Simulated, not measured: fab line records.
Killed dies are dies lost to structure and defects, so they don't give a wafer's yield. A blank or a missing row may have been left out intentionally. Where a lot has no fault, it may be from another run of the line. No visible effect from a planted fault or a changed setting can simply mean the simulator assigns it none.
Which tool was responsible? ; flow gf180mcu ; 11 lots, 33 wafers sampled, at 4 steps of a route of 602

== WHAT THE GAUGES SHOWED, per wafer ==
GF_V2_RS_MEAS_24: uses a four-point probe to measure.
lot;measured;on;V2_W_RS (ohm/sq)
L311;day 20 09:49;filmMetro-04;0.327 0.325 0.328
L312;day 20 19:30;filmMetro-04;0.330 0.331 0.330
L314;day 21 14:35;filmMetro-04;0.335 0.326 0.330
L316;day 22 13:52;filmMetro-01;0.327 0.326 0.324
L317;day 22 16:45;filmMetro-04;0.331 0.325 0.318
L318;day 23 01:40;filmMetro-04;0.328 0.324 0.323
L319;day 23 08:52;filmMetro-02;0.329 0.319 0.330
L328;day 26 14:22;filmMetro-02;0.244 0.247 0.245
L329;day 27 03:28;filmMetro-02;0.323 0.329 0.324
L330;day 27 03:49;filmMetro-01;0.248 0.250 0.251
L331;day 27 08:41;filmMetro-01;0.329 0.333 0.323

== WHAT TOOL EACH LOT RAN ON (gives the tool, then ch and the chambers of the sampled wafers, and finally the start) ==
lot;GF_V2_STRIP_18;GF_V2_SPUTTER_22;GF_V2_CVD_23
L311;plasmaAsher-02 ch 0,1, day 20 09:04;pvdSputter-03, day 20 09:39;cvdW-01 ch 0,1, day 20 09:41
L312;plasmaAsher-01 ch 0,1, day 20 18:43;pvdSputter-03, day 20 19:20;cvdW-01 ch 0,1, day 20 19:22
L314;plasmaAsher-02 ch 0,1, day 21 13:46;pvdSputter-02, day 21 14:26;cvdW-01 ch 0,1, day 21 14:28
L316;plasmaAsher-01 ch 0,1, day 22 13:04;pvdSputter-02, day 22 13:41;cvdW-01 ch 1, day 22 13:44
L317;plasmaAsher-01 ch 0,1, day 22 16:00;pvdSputter-03, day 22 16:36;cvdW-02 ch 0,1, day 22 16:38
L318;plasmaAsher-01 ch 0,1, day 23 00:55;pvdSputter-01, day 23 01:31;cvdW-01 ch 0,1, day 23 01:33
L319;plasmaAsher-03 ch 0,1, day 23 07:46;pvdSputter-03, day 23 08:43;cvdW-02 ch 0,1, day 23 08:45
L328;plasmaAsher-02 ch 0,1, day 26 13:37;pvdSputter-03, day 26 14:13;cvdW-01 ch 0,1, day 26 14:15
L329;plasmaAsher-03 ch 0,1, day 27 02:42;pvdSputter-01, day 27 03:19;cvdW-02 ch 0,1, day 27 03:21
L330;plasmaAsher-01 ch 0,1, day 27 03:03;pvdSputter-03, day 27 03:37;cvdW-01 ch 0,1, day 27 03:41
L331;plasmaAsher-01 ch 0,1, day 27 07:55;pvdSputter-01, day 27 08:31;cvdW-02 ch 0,1, day 27 08:33
- GF_V2_STRIP_18: strips in O2/N2.
- GF_V2_SPUTTER_22: material TiN, target thk 10 nm, time 40 s.
- GF_V2_CVD_23: deposits W, target thk 350 nm, time 104.94 s.

== THE ANSWER, worked out from the rows above alone ==
Rule: what is usual is taken from the lots themselves. Put in order of their means at a reading, lots are off if they are a third of the lots or fewer, leave a main group of 4 or more, and stand apart from it by a gap of 3 or more times the standard deviation of the main group's means; of several such gaps the widest counts. A main group is skipped when, at the precision printed for the reading in the tables above, its means are all equal. Also off: a lot with no number at a reading for which 4 or more lots have one. All remaining lots with rows at the step are treated as sound.
Off: L328, L330, at GF_V2_RS_MEAS_24 (V2_W_RS). For the main group the mean is 0.327 ohm/sq and the standard deviation 0.0021.
If a tool, at a process step before that reading, ran all the lots that are off and no sound lot after the first of them, it fits. Those tools and the gauges at GF_V2_RS_MEAS_24 are tried in the same way. This does not decide it: 2 tools fit, namely pvdSputter-03 at GF_V2_SPUTTER_22 and cvdW-01 at GF_V2_CVD_23.

== WHAT THE SIMULATOR HAD PUT IN ==
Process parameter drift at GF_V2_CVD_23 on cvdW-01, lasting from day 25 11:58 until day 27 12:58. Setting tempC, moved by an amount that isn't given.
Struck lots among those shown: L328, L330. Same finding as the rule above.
